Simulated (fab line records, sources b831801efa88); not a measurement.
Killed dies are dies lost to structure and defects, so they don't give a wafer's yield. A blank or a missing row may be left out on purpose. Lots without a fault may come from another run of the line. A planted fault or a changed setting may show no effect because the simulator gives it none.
Which tool did it? | flow gf180mcu | 24 lots, 72 wafers sampled, at 3 steps of a route of 602

WHAT THE GAUGES READ, wafer by wafer
GF_M4_OVL_MEAS_15.
lot  | measured     | on         | M4_OVL (nm)
L074 | day 23 09:55 | overlay-02 | -2 -4 -1
L075 | day 23 17:48 | overlay-02 | 5 1 8
L076 | day 24 05:57 | overlay-02 | 4 0 0
L077 | day 24 15:16 | overlay-02 | 8 6 0
L078 | day 24 22:10 | overlay-01 | 5 15 5
L079 | day 25 08:09 | overlay-01 | 16 6 11
L080 | day 25 09:49 | overlay-01 | 1 -3 -6
L081 | day 26 01:14 | overlay-01 | 0 -4 -3
L082 | day 26 02:06 | overlay-01 | -9 -8 -5
L083 | day 26 15:40 | overlay-01 | 4 -3 1
L084 | day 26 21:12 | overlay-01 | 1 3 2
L085 | day 27 10:40 | overlay-02 | -1 -2 -2
L086 | day 27 13:36 | overlay-01 | 8 -1 6
L087 | day 27 17:13 | overlay-01 | -6 -14 -11
L088 | day 28 03:21 | overlay-01 | 5 12 10
L089 | day 28 08:48 | overlay-02 | 3 -1 1
L090 | day 28 12:37 | overlay-01 | 10 2 12
L091 | day 28 21:37 | overlay-01 | 9 4 5
L092 | day 29 04:24 | overlay-01 | 9 15 10
L093 | day 29 11:50 | overlay-02 | -2 -4 -7
L094 | day 29 20:29 | overlay-02 | 2 7 2
L095 | day 30 01:06 | overlay-01 | -9 -10 -5
L096 | day 30 04:15 | overlay-02 | -4 3 2
L097 | day 30 17:06 | overlay-02 | 9 1 -5

WHICH TOOL RAN EACH LOT (tool, then ch and the chambers of the sampled wafers, then the start)
lot  | GF_V3_CMP_04                  | GF_M4_SPUTTER_03
L074 | cmp-02 ch 2,3, day 21 09:13   | pvd_sputter-03, day 22 10:48
L075 | cmp-02 ch 2,3, day 21 17:28   | pvd_sputter-01, day 22 18:57
L076 | cmp-01 ch 1,2,3, day 22 05:41 | pvd_sputter-02, day 23 07:16
L077 | cmp-02 ch 1,2, day 22 15:58   | pvd_sputter-03, day 23 17:07
L078 | cmp-01 ch 1,2, day 22 23:56   | pvd_sputter-03, day 23 23:46
L079 | cmp-01 ch 1,2,3, day 23 09:45 | pvd_sputter-01, day 24 09:50
L080 | cmp-01 ch 2,3, day 23 11:38   | pvd_sputter-02, day 24 11:44
L081 | cmp-02 ch 0,2,3, day 24 05:10 | pvd_sputter-02, day 25 03:53
L082 | cmp-01 ch 0,2, day 24 05:44   | pvd_sputter-02, day 25 05:24
L083 | cmp-01 ch 0,1, day 24 19:18   | pvd_sputter-01, day 25 18:13
L084 | cmp-02 ch 1,2, day 25 01:06   | pvd_sputter-02, day 26 00:26
L085 | cmp-01 ch 0,3, day 25 14:25   | pvd_sputter-01, day 26 13:32
L086 | cmp-02 ch 0,1,2, day 25 17:21 | pvd_sputter-03, day 26 16:53
L087 | cmp-01 ch 0,1,2, day 25 22:59 | pvd_sputter-03, day 26 21:32
L088 | cmp-02 ch 0,2,3, day 26 08:53 | pvd_sputter-02, day 27 07:30
L089 | cmp-01 ch 0,2,3, day 26 13:17 | pvd_sputter-01, day 27 12:35
L090 | cmp-01 ch 0,1,3, day 26 17:58 | pvd_sputter-03, day 27 16:50
L091 | cmp-02 ch 1,3, day 27 04:55   | pvd_sputter-03, day 28 02:54
L092 | cmp-02 ch 1,2,3, day 27 10:49 | pvd_sputter-03, day 28 09:06
L093 | cmp-02 ch 0,1,3, day 27 18:47 | pvd_sputter-01, day 28 16:22
L094 | cmp-02 ch 0,2,3, day 28 03:52 | pvd_sputter-02, day 29 01:30
L095 | cmp-01 ch 0,1,3, day 28 09:50 | pvd_sputter-02, day 29 06:57
L096 | cmp-02 ch 2,3, day 28 12:14   | pvd_sputter-02, day 29 09:15
L097 | cmp-01 ch 0,1,3, day 29 01:59 | pvd_sputter-03, day 29 23:18
- GF_V3_CMP_04: polishes SiO2.
- GF_M4_SPUTTER_03: material Ti, target thk 10 nm, time 6.7 s.

WHAT THE TOOLS THEMSELVES READ (means of the sampled wafers that have a number; where no wafer has one, the mark that the record gives instead)
GF_V3_CMP_04.
lot  | tool   | motor_current_A (A) | slurry_filter_dp_kPa (kPa) | time_to_endpoint_s (s)
L074 | cmp-02 | 12.8                | 13.49                      | 79
L075 | cmp-02 | 12.4                | 13.39                      | 79
L076 | cmp-01 | 12.3                | 13.52                      | 83
L077 | cmp-02 | 11.7                | 13.48                      | 88
L078 | cmp-01 | 11.0                | 13.49                      | 84
L079 | cmp-01 | 12.3                | 13.62                      | 88
L080 | cmp-01 | 11.4                | 13.50                      | 82
L081 | cmp-02 | 13.4                | 13.57                      | 86
L082 | cmp-01 | 11.5                | 13.43                      | 79
L083 | cmp-01 | 12.8                | 13.40                      | 80
L084 | cmp-02 | 11.8                | 13.59                      | 81
L085 | cmp-01 | 13.5                | 13.43                      | 79
L086 | cmp-02 | 12.7                | 13.51                      | 76
L087 | cmp-01 | 11.8                | 13.55                      | 86
L088 | cmp-02 | 13.2                | 13.53                      | 78
L089 | cmp-01 | 12.3                | 13.51                      | 88
L090 | cmp-01 | 13.3                | 13.48                      | 77
L091 | cmp-02 | 11.5                | 13.41                      | 76
L092 | cmp-02 | 12.5                | 13.48                      | 77
L093 | cmp-02 | 12.6                | 13.59                      | 86
L094 | cmp-02 | 13.3                | 13.47                      | 80
L095 | cmp-01 | 13.1                | 13.60                      | 82
L096 | cmp-02 | 13.1                | 13.52                      | 83
L097 | cmp-01 | 13.1                | 13.67                      | 91

GF_M4_SPUTTER_03.
lot  | tool           | throttle_valve_pct (%)
L074 | pvd_sputter-03 | 29.0
L075 | pvd_sputter-01 | 29.7
L076 | pvd_sputter-02 | 29.9
L077 | pvd_sputter-03 | 30.2
L078 | pvd_sputter-03 | 29.4
L079 | pvd_sputter-01 | 30.3
L080 | pvd_sputter-02 | 29.8
L081 | pvd_sputter-02 | 29.7
L082 | pvd_sputter-02 | 30.1
L083 | pvd_sputter-01 | 30.0
L084 | pvd_sputter-02 | 30.3
L085 | pvd_sputter-01 | 31.0
L086 | pvd_sputter-03 | 29.7
L087 | pvd_sputter-03 | 28.5
L088 | pvd_sputter-02 | 29.9
L089 | pvd_sputter-01 | 30.4
L090 | pvd_sputter-03 | 28.2
L091 | pvd_sputter-03 | 29.5
L092 | pvd_sputter-03 | 29.4
L093 | pvd_sputter-01 | 30.6
L094 | pvd_sputter-02 | 29.9
L095 | pvd_sputter-02 | 29.8
L096 | pvd_sputter-02 | 30.1
L097 | pvd_sputter-03 | 29.0

THE ANSWER, worked out from the rows above alone
Rule: what is usual is taken from the lots themselves. Put in order of their means at a reading, lots are off if they are a third of the lots or fewer, leave a main group of 4 or more, and stand apart from it by a gap of 3 or more times the standard deviation of the main group's means; of several such gaps the widest counts. A main group whose means are all the same, to the digits that the tables above print for the reading, isn't used. A lot without any number at a reading at which 4 lots or more have one is off too. The other lots that the step has rows for count as sound. The gauges are gone through in route order, then the tools' own readings, and for those a lot's mean is taken as printed above. The first step at which some lot is off is used, and at that step the reading that is off furthest; a lot without a number counts as furthest.
No lot is off at any reading shown: from this, nothing can be told.

WHAT THE SIMULATOR HAD PUT IN
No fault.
